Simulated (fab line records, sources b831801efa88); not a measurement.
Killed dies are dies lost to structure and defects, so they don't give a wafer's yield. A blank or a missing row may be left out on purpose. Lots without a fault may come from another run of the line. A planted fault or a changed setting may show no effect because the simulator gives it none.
fab line records | flow sfq_line
record lots=6 wafers=18 last_day=94
route steps=325 shown M0@32 I0@43
lots that met no fault: from a run of the same line without faults
start_h: hours from the record's first day to the start of the lot's first wafer shown | wait_h: hours since the lot's step before | " the same as in the row above | L1.1+2: a row that stands for several wafers | - no value, or no start given | * or withheld: withheld | < > ~ a bound
route shown NAME@n: a module of which the file shows steps, and the number in the route of the first | usual: mean/standard deviation of fault-free wafers | same: alike in all rows | chamber/n: place in a boat | sites: the reading at each site | _std_site: their standard deviation | _edge_site: outer sites' mean less inner sites' | radius_mm: how far each site lies from the wafer's centre | mask NAME#n: copy n | behind: the tool/chamber that last shaped the wafer | hold: why the lot was held/for how many hours/how that ended | device: the transistor (n, p or np) that didn't switch | end of line: the same wafers' tests at the end of the route | a step without rows: its recipe alone | killed: dies lost to structure and defects at the first sort, not the wafer's yield | map: a wafer's dies, x killed, . not, _ none there
set.NAME: the setting as run; set.NAME@STEP: as run at that earlier step | model.NAME: the simulator's own value behind a step, which no gauge read
lots at some steps of the route; a table a step, a row a wafer
services: from which hour (start_h, from the record's first day; less than 0 if before it) a tool's chamber was out of use, for how many hours, and why
## steps
# step SFQ_TRILAYER_M0_LITHO_COAT_026
# recipe resist=BARC spin_rpm=3000 resist_thk_nm=62
# step SFQ_TRILAYER_M0_LITHO_COAT_021
# recipe resist=KrF spin_rpm=3000 resist_thk_nm=600
# step SFQ_TRILAYER_M0_LITHO_SOFTBAKE_025
# recipe temp_c=withheld time_s=withheld resist=KrF
# step SFQ_TRILAYER_M0_LITHO_EXPOSE_022
# recipe mask_id=M0 na=0.6 source_shape=conventional sigma_outer=0.65 target_cd_nm=500 dose_mj=14.4
# step SFQ_TRILAYER_M0_LITHO_PEB_024
# recipe peb_temp_c=115 peb_time_s=60 resist=KrF
# step SFQ_TRILAYER_M0_LITHO_DEVELOP_023
# recipe time_s=60 resist=KrF
# step SFQ_M0_OVL_MEAS_906
# usual M0_OVL=-3/5.3
# columns lot.wafer tool chamber start_h wait_h M0_OVL[nm]
L856.1 overlay-01 - 136.22 0.1 -2
L856.3 " - " " 1
L856.4 " - " " -3
L862.2 overlay-01 - 168.62 0.1 -6
L862.3 " - " " -2
L862.4 " - " " 2
L864.1 overlay-02 - 180.62 0.1 -1
L864.3 " - " " 0
L864.4 " - " " -3
L866.1 overlay-01 - 211.17 0.1 -4
L866.2 " - " " -2
L866.5 " - " " -5
L874.3 overlay-02 - 269.53 0.1 9
L874.4 " - " " 5
L874.5 " - " " 14
L878.2 overlay-01 - 292.32 0.1 -1
L878.3 " - " " -15
L878.4 " - " " -3
# step SFQ_TRILAYER_M0_BARC_OPEN_METAL_ETCH_031
# recipe mask_material=PR chemistry=O2 target_depth_nm=125 target=BARC icp_w=600 bias_w=80 pressure_mtorr=10 time_s=41.7
# usual drypump_motor_current_A=5.6/0.61 oes_product_au=0.684/0.0048
# columns lot.wafer tool chamber start_h wait_h drypump_motor_current_A oes_product_au rf_hours_counter_h
L856.1 rie_metal-03 1 136.25 0.0 5.7 0.680 14
L856.3 " 0 " " 5.9 0.682 -
L856.4 " 1 " " 5.7 0.684 -
L862.2 rie_metal-04 0 168.65 0.0 5.6 0.689 20
L862.3 " 1 " " 6.6 0.675 -
L862.4 " 0 " " 5.6 0.692 -
L864.1 rie_metal-02 0 180.65 0.0 4.6 0.685 79
L864.3 " 0 " " 4.6 0.688 -
L864.4 " 1 " " 5.3 0.685 -
L866.1 rie_metal-02 0 211.20 0.0 4.6 0.688 84
L866.2 " 1 " " 5.3 0.689 52
L866.5 " 1 " " 5.3 0.686 -
L874.3 rie_metal-03 0 269.57 0.0 5.9 0.685 -
L874.4 " 1 " " 5.7 0.689 -
L874.5 " 0 " " 5.9 0.687 -
L878.2 rie_metal-03 1 292.35 0.0 5.7 0.686 43
L878.3 " 1 " " 5.7 0.679 -
L878.4 " 0 " " 5.9 0.685 -
# step SFQ_TRILAYER_M0_ETCH_METAL_ETCH_024
# recipe target=Nb stop_on=SiO2 mask_material=PR chemistry=Cl2/Ar target_depth_nm=240 icp_w=600 bias_w=80 pressure_mtorr=10 time_s=120
# usual drypump_motor_current_A=5.6/0.61 oes_product_au=0.893/0.0075
# columns lot.wafer tool chamber start_h wait_h drypump_motor_current_A oes_product_au rf_hours_counter_h
L856.1 rie_metal-03 1 136.31 0.0 5.7 0.903 14
L856.3 " 0 " " 5.9 0.894 -
L856.4 " 1 " " 5.7 0.898 -
L862.2 rie_metal-04 0 168.71 0.0 5.6 0.897 21
L862.3 " 1 " " 6.6 0.908 -
L862.4 " 0 " " 5.6 0.900 -
L864.1 rie_metal-02 0 180.71 0.0 4.6 0.879 79
L864.3 " 0 " " 4.6 0.888 -
L864.4 " 1 " " 5.3 0.887 -
L866.1 rie_metal-02 0 211.26 0.0 4.6 0.897 84
L866.2 " 1 " " 5.3 0.890 52
L866.5 " 1 " " 5.2 0.889 -
L874.3 rie_metal-03 0 269.66 0.1 5.9 0.899 -
L874.4 " 1 " " 5.7 0.900 -
L874.5 " 0 " " 5.9 0.912 -
L878.2 rie_metal-03 1 292.41 0.0 5.7 0.895 43
L878.3 " 1 " " 5.7 0.882 -
L878.4 " 0 " " 5.9 0.894 -
# step SFQ_TRILAYER_M0_STRIP_STRIP_025
# recipe gas=O2 power_w=200 platen_temp_c=40 overash_fraction=0.65 chemistry=O2 pressure_mtorr=50
# usual drypump_motor_current_A=5.6/0.61 oes_product_au=0.996/0.0079
# columns lot.wafer tool chamber start_h wait_h drypump_motor_current_A oes_product_au rf_hours_counter_h
L856.1 rie_metal-03 1 136.44 0.1 5.7 0.983 14
L856.3 " 0 " " 5.9 0.993 -
L856.4 " 1 " " 5.7 0.985 -
L862.2 rie_metal-04 0 168.84 0.1 5.6 1.002 21
L862.3 " 1 " " 6.6 0.997 -
L862.4 " 0 " " 5.6 1.005 -
L864.1 rie_metal-02 0 180.84 0.1 4.6 0.993 79
L864.3 " 0 " " 4.6 0.994 -
L864.4 " 1 " " 5.2 0.983 -
L866.1 rie_metal-02 0 211.39 0.1 4.6 0.995 84
L866.2 " 1 " " 5.3 1.007 52
L866.5 " 1 " " 5.2 1.016 -
L874.3 rie_metal-03 0 269.94 0.2 5.9 0.985 -
L874.4 " 1 " " 5.7 0.990 -
L874.5 " 0 " " 5.9 0.987 -
L878.2 rie_metal-03 1 292.54 0.1 5.7 0.992 44
L878.3 " 1 " " 5.7 0.998 -
L878.4 " 0 " " 5.9 0.987 -
# step SFQ_TRILAYER_M0_STRIP_SOLV_CLEAN_026
# recipe chemistry=NMP temp_c=70 time_s=600
# step SFQ_TRILAYER_I0_DEP_PECVD_027
# recipe material=SiO2 temp_c=150 time_s=111.11 pressure_torr=2.4 rf_w=183.3 precursor=SiH4/N2O target_thk_nm=500
# usual heater_power_w=85/18 showerhead_vpp_V=829/36 throttle_valve_pct=25.2/1
# columns lot.wafer tool chamber start_h wait_h heater_power_w showerhead_vpp_V throttle_valve_pct
L856.1 pecvd-03 2 137.21 0.0 83 830 25.2
L856.3 " 1 " " 91 793 25.4
L856.4 " 0 " " 121 827 24.7
L862.2 pecvd-02 2 169.61 0.0 53 844 25.5
L862.3 " 0 " " 74 841 26.9
L862.4 " 0 " " 79 848 27.1
L864.1 pecvd-03 2 181.61 0.0 93 836 25.1
L864.3 " 1 " " 89 786 25.5
L864.4 " 2 " " 96 853 25.5
L866.1 pecvd-01 2 212.16 0.0 68 906 24.9
L866.2 " 0 " " 88 816 25.1
L866.5 " 1 " " 72 781 24.5
L874.3 pecvd-03 2 270.69 0.0 86 830 25.5
L874.4 " 2 " " 91 832 25.7
L874.5 " 1 " " 84 795 25.9
L878.2 pecvd-01 0 293.31 0.0 84 826 25.0
L878.3 " 2 " " 64 913 24.9
L878.4 " 1 " " 65 778 24.7
# step SFQ_TRILAYER_I0_CMP_CMP_028
# recipe material=SiO2 down_force_psi=3 platen_rpm=60 pad_velocity_m_s=0.94248
# usual motor_current_A=10.2/0.9 platen_rpm=60.00/0.039 time_to_endpoint_s=212/8.8
# columns lot.wafer tool chamber start_h wait_h motor_current_A platen_rpm time_to_endpoint_s
L856.4 cmp-01 2 139.18 1.9 10.2 60.02 220
L856.3 " 3 " " 10.3 59.95 207
L856.1 " 0 " " 8.9 60.04 210
L862.3 cmp-02 3 174.24 4.6 10.8 60.00 216
L862.4 " 1 175.24 5.5 10.2 60.06 220
L862.2 " 2 " " 9.3 60.05 227
L864.3 cmp-02 3 183.24 1.6 10.5 60.06 213
L864.4 " 0 " " 10.3 59.94 226
L864.1 " 1 " " 10.2 60.01 208
L866.1 cmp-02 0 213.22 1.0 9.9 59.97 212
L866.2 " 1 " " 9.6 60.05 209
L866.5 " 3 214.72 2.5 10.4 59.98 217
L874.4 cmp-02 1 272.29 1.5 11.1 54.09 226
L874.3 " 2 " " 9.4 54.00 232
L874.5 " 0 273.79 3.0 10.0 53.96 235
L878.4 cmp-02 1 302.40 9.0 10.5 53.94 226
L878.3 " 2 " " 9.1 54.08 233
L878.2 " 3 " " 10.7 54.02 226
# step SFQ_I0_BOW_MEAS_907
# recipe mode=bow
# usual I0_BOW=0/6.9
# columns lot.wafer tool chamber start_h wait_h I0_BOW[um]
L856.1 film_metro-01 - 141.68 1.0 0
L856.3 " - " " -4
L856.4 " - " " -7
L862.2 film_metro-01 - 177.26 1.0 8
L862.3 " - " " -9
L862.4 " - " " -5
L864.1 film_metro-02 - 186.24 1.5 -4
L864.3 " - " " -2
L864.4 " - " " -14
L866.1 film_metro-02 - 215.72 2.0 5
L866.2 " - " " 7
L866.5 " - " " -12
L874.3 film_metro-04 - 274.83 1.5 -6
L874.4 " - " " 3
L874.5 " - " " -2
L878.2 film_metro-04 - 305.42 1.5 7
L878.3 " - " " 5
L878.4 " - " " 1
## services
# columns tool chamber start_h hours kind
cmp-01 - 113.31 1.6 repair
rie_metal-02 1 114.82 10.3 repair
cmp-02 - 117.62 2.6 pm
pecvd-03 - 130.81 6.0 pm
pecvd-02 2 147.35 13.6 repair
pecvd-02 - 159.02 2.8 pm
cmp-01 - 166.73 4.6 pm
pecvd-03 - 173.47 2.8 pm
pecvd-02 - 194.25 14.0 pm
pecvd-02 0 194.25 14.0 vent_cycle
pecvd-02 1 194.25 14.0 vent_cycle
pecvd-02 2 194.25 14.0 vent_cycle
rie_metal-04 0 204.06 15.5 repair
cmp-01 - 228.41 2.3 repair
pecvd-03 0 235.97 5.7 repair
cmp-02 - 236.72 4.0 pm
cmp-02 - 240.72 - consumable_replace:conditioner
cmp-02 - 240.72 - consumable_replace:pad
cmp-01 - 247.02 1.6 repair
rie_metal-03 0 247.44 - clean
rie_metal-03 0 247.44 16.0 scheduled_down
rie_metal-03 0 247.44 16.0 vent_cycle
cmp-02 - 256.53 1.5 repair
rie_metal-03 0 265.87 2.5 repair
## key
first_sign step=SFQ_TRILAYER_I0_CMP_CMP_028 reading=platen_rpm direction=down sigmas=99+ usual=60.00 struck=54.02
effect step=SFQ_TRILAYER_I0_CMP_CMP_028 reading=time_to_endpoint_s direction=up sigmas=2 usual=* struck=*
met_at SFQ_TRILAYER_I0_CMP_CMP_028
struck_wafers L874.3,L874.4,L874.5,L878.2,L878.3,L878.4
onset_between 213.22 272.29
fault kind=process_parameter_drift tool=cmp-02 chamber=- onset_h=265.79 steps=SFQ_TRILAYER_I0_CMP_CMP_028 channel=platen_rpm offset=-6 shape=step end_h=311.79 acts_in=these_recipes_only stated=60
